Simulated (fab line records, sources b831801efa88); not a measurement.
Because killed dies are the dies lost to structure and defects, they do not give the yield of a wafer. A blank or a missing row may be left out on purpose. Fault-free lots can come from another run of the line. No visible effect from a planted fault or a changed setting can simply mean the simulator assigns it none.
Code-filled problem report in 8D (eight disciplines) form ; flow gf180mcu ; the parts of the form that need people (team, actions taken, sign-off) are left out

== 1. THE PROBLEM ==
run_length_s at GF_HV_LDD_SOFTBAKE_03 reads a mean of 94.87 s on 3 wafers of 2 lots; wafers without a fault read 89.07 s with a standard deviation of 0.2. That puts it +29 standard deviations away from the usual mean.
The step: time 60 s.
Earliest sighting: wafer L712.1 on litho_track-04 at day 12 08:32. The record holds 37 wafers of 13 lots with a number at this step. Rule for "out", or "out of limits": more than 4 standard deviations from the usual mean. The other wafers with a number count as sound.

== 2. WHAT IT IS, AND WHAT IT ISN'T ==
question;is;is not
which readings at this step;run_length_s;-
which lots;L712, L716;L704, L705, L706, L707, L718, L720, L721, L724, L725, L726, L727
which wafers of those lots;L712.1, L712.3, L716.1;L716.4
read on which tools;litho_track-04;litho_track-01, litho_track-03
when;from day 12 08:32;"up to then (12 sound wafers); but 22 sound wafers of L716, L718, L720, L721, L724, L725, L726, L727 came after"

== 3. THE SUSPECTS, EACH WITH WHAT RULES IT OUT ==
Counting: if a tool at a process step up to the reading ran every lot that is out, it stays a suspect. Sound lots after the first of them don't rule it out here, since some wafers of a struck lot are sound.
- litho_track-04 at GF_HV_LDD_SOFTBAKE_03 (time 60 s): kept. Every lot that is out went through it, the first being L712 (day 12 08:32); the last sound lot it ran before that was L707 (day 10 23:55). On those wafers its own readings are out: run_length_s.
Left after counting: litho_track-04 at GF_HV_LDD_SOFTBAKE_03.

== 4. THE CAUSE (what the simulator had put in) ==
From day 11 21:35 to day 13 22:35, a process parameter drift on litho_track-04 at GF_HV_LDD_SOFTBAKE_03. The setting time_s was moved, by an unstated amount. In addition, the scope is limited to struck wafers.
Only this tool survived the counting.

== 5. SEQUENCE OF EFFECTS, ordered by route ==
One row per reading whose mean, taken over the struck wafers that have a number, lies over 3 standard deviations from the usual. Only readings for which the record gives a usual standard deviation are gone through. hours: the time from each lot's start at the first step in this table that gives one to its start at this step, as a median over the lots. sigmas: the change in usual standard deviations.
hours;step;reading;usual;on struck wafers;change;sigmas
0;GF_HV_LDD_SOFTBAKE_03;run_length_s;89.07 s;94.87;+5.80;+29
Here are the process steps it includes:
- GF_HV_LDD_SOFTBAKE_03: time 60 s.
Later measuring or inspecting steps at which every struck wafer that the step has a row for has a number for every such reading, and none has moved that far: GF_V1_OVL_MEAS_15.

== 6. HOW IT WOULD HAVE BEEN CAUGHT EARLIER ==
In this record the first reading out of limits was taken at day 12 08:32, 11 hours after the fault began at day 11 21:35.
